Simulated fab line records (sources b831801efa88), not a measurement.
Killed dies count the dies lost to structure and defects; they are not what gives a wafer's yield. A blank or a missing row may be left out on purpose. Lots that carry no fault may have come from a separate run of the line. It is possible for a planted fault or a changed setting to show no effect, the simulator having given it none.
Struck lot and sound lot, side by side / flow sfqLine / 21 out of 325 route steps
Sound: the wafers L993.1, L993.3, L993.6. Wafers L994.1, L994.2, L994.3 were the ones struck. The cause is given at the end.
Per side, at each step with rows, come the tool, then ch with its chambers, and then its first start. Under that, the readings that differ: sound wafers / struck wafers / difference of the means / sigmas: that difference in standard deviations of wafers without a fault.
alike: readings with means less than 2 such deviations apart, plus words and numbers identical on both sides. not compared: withheld readings, readings lacking a value on some wafer, bounds such as >300 that could conceal the same value, and numbers that have no deviation in the record and whose values overlap.
A row with sigmas, a row that says differs or no value, or rows on one side alone: a step with any of these is where the two part. When numbers do not overlap yet have no deviation, they are printed without sigmas and do not part them. A reading missing from all wafers of one side parts the sides only when that side holds two or more wafers.

first, 3 steps without rows for these wafers: SFQ_TRILAYER_M6_LITHO_EXPOSE_160 (exposes mask M6, target cd 500 nm); SFQ_TRILAYER_M6_LITHO_PEB_162 (peb time 60 s); SFQ_TRILAYER_M6_LITHO_DEVELOP_161 (time 60 s).
SFQ_M6_OVL_MEAS_940:
  sound: overlay-01 at day 72 22:43; struck: overlay-01 at day 73 03:31
  alike: M6_OVL
SFQ_TRILAYER_M6_BARC_OPEN_METAL_ETCH_206: etches BARC in O2, target depth 125 nm, time 41.7 s.
  sound on rieMetal-01 ch 0,1, day 72 22:45; struck on rieMetal-03 ch 0,1, day 73 03:33
  alike: chamberPressureMTorr, drypumpMotorCurrentA, oesProductAu
  not compared: rfHoursCounterH
then, 1 step without rows for these wafers: SFQ_TRILAYER_M6_ETCH_METAL_ETCH_162 (etches Nb in Cl2/Ar, stops on SiO2, target depth 240 nm, time 120 s).
SFQ_TRILAYER_M6_STRIP_STRIP_163: strips in O2.
  sound on rieMetal-01 ch 0,1, day 72 22:56; struck on rieMetal-03 ch 0,1, day 73 03:44
  alike: chamberPressureMTorr, drypumpMotorCurrentA, oesProductAu, platenTempC
  not compared: rfHoursCounterH
then, 1 step without rows for these wafers: SFQ_TRILAYER_M6_STRIP_SOLV_CLEAN_164 (cleans in NMP, time 600 s).
SFQ_TRILAYER_I6_DEP_PECVD_165: deposits SiO2 from SiH4/N2O, time 111.11 s, target thk 500 nm.
  sound on pecvd-01 ch 1,2, day 72 23:43; struck on pecvd-01 ch 0,1,2, day 73 04:43
  alike: heaterPowerW, throttleValvePct
  not compared: sinceWetCleanH
SFQ_TRILAYER_I6_CMP_CMP_166: polishes SiO2.
  sound on cmp-02 ch 0,2, day 72 23:47; struck on cmp-01 ch 1,2,3, day 73 04:48
  alike: headPressurePsi, motorCurrentA, timeToEndpointS
SFQ_I6_BOW_MEAS_941:
  sound: filmMetro-04 at day 73 02:47; struck: filmMetro-03 at day 73 07:48
  alike: I6_BOW
SFQ_TRILAYER_I6_METRO_MEASURE_167:
  sound: filmMetro-04 at day 73 02:55; struck: filmMetro-03 at day 73 07:55
  alike: thkNm
SFQ_TRILAYER_I6_VIA_LITHO_COAT_174: resist thk 62 nm.
  sound on lithoTrack-01 ch 0, day 73 04:07; struck on lithoTrack-03 ch 0, day 73 09:07
reading=spinSpeedRpm (rpm); sound=2999.1 2995.6 2997.0; struck=2920.9 2923.6 2922.2; difference=-75.0; sigmas=-38
reading=model.BARC_of_TRILAYER_I6_VIA_LITHO_COAT_174.thkNm (nm); sound=61.96 61.81 61.86; struck=62.62 62.55 62.65; difference=+0.73; sigmas=
then, 5 steps without rows for these wafers: SFQ_TRILAYER_I6_VIA_LITHO_COAT_169 (resist thk 650 nm); SFQ_TRILAYER_I6_VIA_LITHO_SOFTBAKE_173; SFQ_TRILAYER_I6_VIA_LITHO_EXPOSE_170 (exposes mask I6, target cd 700 nm); SFQ_TRILAYER_I6_VIA_LITHO_PEB_172 (peb time 60 s); SFQ_TRILAYER_I6_VIA_LITHO_DEVELOP_171 (time 60 s).
-- the record jumps here: 4 days lie between the struck wafers' starts before and after --
SFQ_I6_OVL_MEAS_942:
  sound: overlay-02 at day 77 12:55; struck: overlay-02 at day 77 18:55
  alike: I6_OVL
SFQ_TRILAYER_I6_VIA_BARC_OPEN_VIA_ETCH_235: etches BARC in O2, target depth 125 nm, time 41.7 s.
  sound on rieDiel-04 ch 0,1, day 77 12:57; struck on rieDiel-01 ch 0,2,3, day 77 18:57
reading=chamberPressureMTorr (mTorr); sound=29.951 29.960 29.939; struck=30.032 29.997 30.013; difference=+0.064; sigmas=+2
reading=model.etch.depthNm (nm); sound=61.96 61.81 61.86; struck=62.62 62.55 62.65; difference=+0.73; sigmas=
  alike: drypumpMotorCurrentA, oesProductAu
  not compared: rfHoursCounterH
then, 1 step without rows for these wafers: SFQ_TRILAYER_I6_VIA_ETCH_VIA_ETCH_172 (etches SiO2 in CHF3, stops on Nb, target depth 260 nm).

WHERE THEY PART
Earliest at SFQ_TRILAYER_I6_VIA_LITHO_COAT_174; latest, in this record, at SFQ_TRILAYER_I6_VIA_BARC_OPEN_VIA_ETCH_235.

WHY: the cause the simulator had injected
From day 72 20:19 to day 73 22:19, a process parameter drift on lithoTrack-03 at SFQ_TRILAYER_I6_VIA_LITHO_COAT_174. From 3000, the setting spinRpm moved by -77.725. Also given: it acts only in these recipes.
